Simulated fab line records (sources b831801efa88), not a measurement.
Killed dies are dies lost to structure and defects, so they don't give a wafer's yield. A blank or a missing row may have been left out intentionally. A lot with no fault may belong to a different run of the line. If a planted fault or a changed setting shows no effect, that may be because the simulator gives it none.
A single fault, viewed from 2 desks / flow gf180mcu / every desk sees just its own numbers, and what lay behind them comes last

## DESK OF THE TOOL OWNER: plasma-asher-01
The tool's own readings at GF_VT_IMPLANT_STRIP_20 (strips in O2/N2): means of the sampled wafers that have a number, for each lot that ran on this tool. A lot is out of limits, marked OUT, if its mean lies more than 4 standard deviations from the usual mean; the brackets give that distance.
Columns: A = drypump-motor-current-A at GF_VT_IMPLANT_STRIP_20, usual 5.6 A; B = heater-power-w at GF_VT_IMPLANT_STRIP_20, usual 309 W; C = o2-flow-sccm at GF_VT_IMPLANT_STRIP_20, usual 2998 sccm; D = oes-product-au at GF_VT_IMPLANT_STRIP_20, usual 0.717 a.u.; E = strip-time-to-endpoint-s at GF_VT_IMPLANT_STRIP_20, usual 12.64 s
lot=L385; first seen here=day 6 07:39; A=5.8; B=315; C=3004; D=0.716; E=12.58
lot=L388; first seen here=day 6 22:50; A=5.8; B=317; C=2998; D=0.719; E=12.61
lot=L393; first seen here=day 8 09:09; A=5.8; B=321; C=3001; D=0.715; E=12.59
lot=L397; first seen here=day 9 09:38; A=5.8; B=316; C=2998; D=0.720; E=12.61
Result from this desk: across the 4 lots, nothing is out of limits.

## METROLOGY DESK
Means of the sampled wafers that have a number, per lot and without regard to the tool the lot ran on: this is what the gauges read. A lot is out of limits, marked OUT, if its mean lies more than 4 standard deviations from the usual mean; the brackets give that distance.
Columns: A = V2_OVL at GF_V2_OVL_MEAS_15, usual 1 nm; B = V2_W_THK at GF_V2_THK_MEAS_25, usual 351 nm; C = cd-nm at GF_V5_CD_MEAS_14, usual 260.2 nm
lot=L385; first seen here=day 20 07:01; A=7; B=354; C=260.0
lot=L386; first seen here=day 20 16:22; A=4; B=344; C=260.3
lot=L387; first seen here=day 20 20:01; A=-1; B=351; C=260.3
lot=L388; first seen here=day 21 02:25; A=-4; B=347; C=261.8
lot=L389; first seen here=day 21 18:25; A=4; B=352; C=261.2
lot=L393; first seen here=day 23 05:37; A=7; B=358; C=259.9
lot=L396; first seen here=day 24 10:37; A=-4; B=347; C=261.5
lot=L397; first seen here=day 24 14:13; A=5; B=355; C=259.3
lot=L399; first seen here=day 25 10:49; A=2; B=344; C=258.2
lot=L400; first seen here=day 25 19:40; A=0; B=357; C=259.9
lot=L401; first seen here=day 26 06:44; A=-2; B=362; C=259.0
lot=L403; first seen here=day 26 11:58; A=1; B=344; C=261.2
lot=L406; first seen here=day 27 13:48; A=2; B=351; C=261.4
lot=L408; first seen here=day 28 04:08; A=-5; B=344; C=261.7
Result from this desk: across the 14 lots, nothing is out of limits.

## ALL TOGETHER
Nothing out of limits was seen by the tool owner's desk.
Metrology desk: nothing out of limits seen.

## WHAT THE SIMULATOR PUT IN
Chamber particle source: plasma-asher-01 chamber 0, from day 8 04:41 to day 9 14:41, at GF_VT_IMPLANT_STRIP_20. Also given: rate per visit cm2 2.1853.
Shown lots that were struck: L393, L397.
